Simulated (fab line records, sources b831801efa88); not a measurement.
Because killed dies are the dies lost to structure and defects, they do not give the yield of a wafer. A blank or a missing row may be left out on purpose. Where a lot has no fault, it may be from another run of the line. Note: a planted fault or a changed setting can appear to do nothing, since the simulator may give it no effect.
The tool behind it: which one? / flow gf180mcu / 6 lots, 18 wafers sampled, at 2 steps of a route of 602

WHAT THE GAUGES READ, wafer by wafer
GF_V4_THK_MEAS_25: measures by xrf.
lot=L445; measured=day 24 12:30; on=film metro-04; V4_W_THK (nm)=369 363 361
lot=L450; measured=day 26 08:10; on=film metro-03; V4_W_THK (nm)=362 358 359
lot=L453; measured=day 27 09:29; on=film metro-03; V4_W_THK (nm)=359 354 360
lot=L456; measured=day 28 14:49; on=film metro-03; V4_W_THK (nm)=350 360 351
lot=L462; measured=day 29 23:23; on=film metro-04; V4_W_THK (nm)=365 361 367
lot=L466; measured=day 31 04:46; on=film metro-01; V4_W_THK (nm)=352 355 348

WHICH TOOL RAN EACH LOT (tool, then ch and the chambers of the sampled wafers, then the start)
lot=L445; GF_V4_CVD_02=pecvd-01 ch 1,2, day 23 12:23
lot=L450; GF_V4_CVD_02=pecvd-02 ch 0,1,2, day 25 09:43
lot=L453; GF_V4_CVD_02=pecvd-01 ch 0,1,2, day 26 11:21
lot=L456; GF_V4_CVD_02=pecvd-02 ch 0,1, day 27 16:59
lot=L462; GF_V4_CVD_02=pecvd-04 ch 1,2, day 29 03:02
lot=L466; GF_V4_CVD_02=pecvd-02 ch 0,1, day 30 09:08
- GF_V4_CVD_02: deposits SiO2 from TEOS, target thk 850 nm, time 94.851 s.

THE ANSWER, worked out from the rows above alone
Rule: the lots themselves supply what counts as usual. Put in order of their means at a reading, lots are off if they are a third of the lots or fewer, leave a main group of 4 or more, and stand apart from it by a gap of 3 or more times the standard deviation of the main group's means; of several such gaps the widest counts. A main group whose means are all the same, to the digits that the tables above print for the reading, isn't used. A lot without any number at a reading at which 4 lots or more have one is off too. All remaining lots with rows at the step are treated as sound.
Nothing can be told from this: no lot is off at any reading shown.

WHAT THE SIMULATOR HAD INSERTED
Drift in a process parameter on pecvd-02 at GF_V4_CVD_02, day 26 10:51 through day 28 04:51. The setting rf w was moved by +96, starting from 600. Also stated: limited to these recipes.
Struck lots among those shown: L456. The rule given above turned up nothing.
